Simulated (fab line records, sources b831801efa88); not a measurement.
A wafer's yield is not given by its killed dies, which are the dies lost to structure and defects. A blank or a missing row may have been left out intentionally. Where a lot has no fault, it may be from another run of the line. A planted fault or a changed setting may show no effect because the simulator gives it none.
Code-filled problem report in 8D (eight disciplines) form    flow sky130    the parts of the form that need people (team, actions taken, sign-off) are left out

1. PROBLEM STATEMENT
Mean of cd-nm at SKY_CONTACT_CD_MEAS_14: 140.2 nm across 12 wafers in 4 lots; on wafers with no fault it is 170.0 nm (standard deviation 1.5). That is -20 standard deviations from the usual mean.
The step: target cd 170 nm.
First observed at day 36 12:25: wafer L506.1, on cd-sem-02. The record holds 42 wafers of 14 lots with a number at this step. The rule behind "out" and "out of limits": a value lying over 4 standard deviations away from the usual mean. All remaining wafers that have a number are taken as sound.

2. WHAT IT IS, AND WHAT IT ISN'T
question                     is                      is not
which readings at this step  cd-nm                   -
which lots                   L506, L508, L509, L510  L496, L498, L499, L500, L503, L504, L505, L511, L512, L513
which wafers of those lots   all that have a number  -
read on which gauges         cd-sem-01, cd-sem-02    -
when                         from day 36 12:25       up to then (21 sound wafers); but 9 sound wafers of L511, L512, L513 came after

3. WHAT RULES OUT EACH SUSPECT
Counting: a tool at a process step up to the reading stays a suspect if it ran every lot that is out and no sound lot after the first of them.
- the gauge at SKY_CONTACT_CD_MEAS_14 has been ruled out. 2 gauges (cd-sem-01, cd-sem-02) read the wafers that are out.
- krf-scanner-01 at SKY_CONTACT_EXPOSE_11 (exposes mask CTM1, target cd 170 nm): kept. It processed each lot that is out, first L506 at day 36 00:10, and no sound lot thereafter; up to then, the last sound lot it processed was L505 at day 34 20:50. Its own exposure-dose-mJ-cm2 readings are out on those wafers.
Remaining after the count: krf-scanner-01 at SKY_CONTACT_EXPOSE_11.

4. THE CAUSE (what the simulator had put in)
Drift in process parameters on krf-scanner-01 at SKY_CONTACT_EXPOSE_11, starting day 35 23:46. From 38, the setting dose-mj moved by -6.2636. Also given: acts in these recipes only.
The count eliminated every tool but this one.

5. THE EFFECT CHAIN, in route order
Rows list readings where the struck wafers' mean (over those with a number) sits beyond 3 standard deviations from the usual. Only readings for which the record gives a usual standard deviation are gone through. hours: the time from each lot's start at the first step in this table that gives one to its start at this step, as a median over the lots. sigmas: the change in usual standard deviations.
hours  step                    reading               usual     on struck wafers  change  sigmas
0      SKY_CONTACT_EXPOSE_11   exposure-dose-mJ-cm2  37.99     32.35             -5.64   -99 or more
13     SKY_CONTACT_CD_MEAS_14  cd-nm                 170.0 nm  140.2             -29.8   -20
318    SKY_PAD_OPEN_PROBE_99   killed-at-contacts    24        232               +208    +35
318    SKY_PAD_OPEN_PROBE_99   killed-dies           86        294               +208    +22
318    SKY_PAD_OPEN_PROBE_99   killed-on-rim         17        81                +64     +17
Process steps it contains:
- SKY_CONTACT_EXPOSE_11: exposes mask CTM1, target cd 170 nm.
- SKY_PAD_OPEN_PROBE_99
Later steps that measure or inspect, where all struck wafers having a row at the step show a number for every such reading and not one has moved that far: SKY_CONTACT_OVL_MEAS_15.

6. HOW IT WOULD HAVE BEEN CAUGHT EARLIER
The first out-of-limits reading at a measuring or inspecting step in this record came at day 36 12:25, 13 hours after the fault's start at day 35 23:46.
Tool's own readings at SKY_CONTACT_EXPOSE_11, exposure-dose-mJ-cm2: out on all struck wafers the step has rows for; an alarm limit on them would have tripped on the first.
Of the lots that are out (4), L509, L510 began SKY_CONTACT_EXPOSE_11 on krf-scanner-01 after day 36 12:25. A hold on the tool at that time would have spared those 2.
